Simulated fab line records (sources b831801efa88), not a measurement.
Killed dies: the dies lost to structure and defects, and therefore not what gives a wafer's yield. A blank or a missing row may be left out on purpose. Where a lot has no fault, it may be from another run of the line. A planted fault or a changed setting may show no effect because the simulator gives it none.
Which tool was responsible? -- flow sky130 -- Sampling: 10 lots, 30 wafers, 2 of 708 route steps

## WHAT EACH GAUGE READ, for each wafer
SKY_METAL1_CD_MEAS_15 targets a cd of 140 nm.
lot,measured,on,cd_nm (nm)
L731,day 32 19:26,cd_sem-02,139.0 139.4 139.6
L732,day 33 16:32,cd_sem-02,140.9 139.5 140.6
L733,day 33 21:26,cd_sem-01,141.4 141.5 140.2
L734,day 34 13:01,cd_sem-02,140.2 141.1 140.6
L735,day 34 20:52,cd_sem-02,142.4 141.2 141.7
L742,day 36 19:02,cd_sem-02,140.8 142.8 140.8
L745,day 38 06:31,cd_sem-02,141.2 140.1 141.5
L748,day 39 13:47,cd_sem-01,139.1 138.8 139.2
L750,day 40 00:47,cd_sem-02,138.0 138.4 137.5
L752,day 40 09:31,cd_sem-02,141.0 141.6 141.1

## WHAT TOOL EACH LOT RAN ON (gives the tool, then ch and the chambers of the sampled wafers, and finally the start)
lot,SKY_CONTACT_ETCH_16
L731,"rie_diel-02 ch 1,2,3, day 31 14:08"
L732,"rie_diel-04 ch 1,3, day 32 11:07"
L733,"rie_diel-02 ch 0,2,3, day 32 17:06"
L734,"rie_diel-04 ch 1,2, day 33 08:46"
L735,"rie_diel-04 ch 0,1, day 33 15:49"
L742,"rie_diel-02 ch 0,1,2, day 35 14:59"
L745,"rie_diel-02 ch 1,3, day 37 02:50"
L748,"rie_diel-04 ch 0,1, day 38 11:22"
L750,"rie_diel-02 ch 0,1,2, day 38 21:34"
L752,"rie_diel-02 ch 1,2,3, day 39 07:04"
- SKY_CONTACT_ETCH_16: etches BARC in N2/H2, stops on SiO2, time 45.9 s, target depth 60 nm.

## THE ANSWER, worked out from the rows above alone
Rule: the usual values come from the lots themselves. The widest of any qualifying gaps counts: lots, ordered by their means at a reading, are off when they make up no more than a third of the lots, leave a main group of 4 or more, and stand apart from it by 3 or more times the standard deviation of that group's means. The tables above print the reading to a certain number of digits; a main group whose means all agree to those digits is not used. Also off: a lot with no number at a reading for which 4 or more lots have one. Any other lot the step has rows for is counted as sound.
Across all readings shown, no lot is off: no conclusion can be drawn from this.

## WHAT HAD BEEN PUT IN BY THE SIMULATOR
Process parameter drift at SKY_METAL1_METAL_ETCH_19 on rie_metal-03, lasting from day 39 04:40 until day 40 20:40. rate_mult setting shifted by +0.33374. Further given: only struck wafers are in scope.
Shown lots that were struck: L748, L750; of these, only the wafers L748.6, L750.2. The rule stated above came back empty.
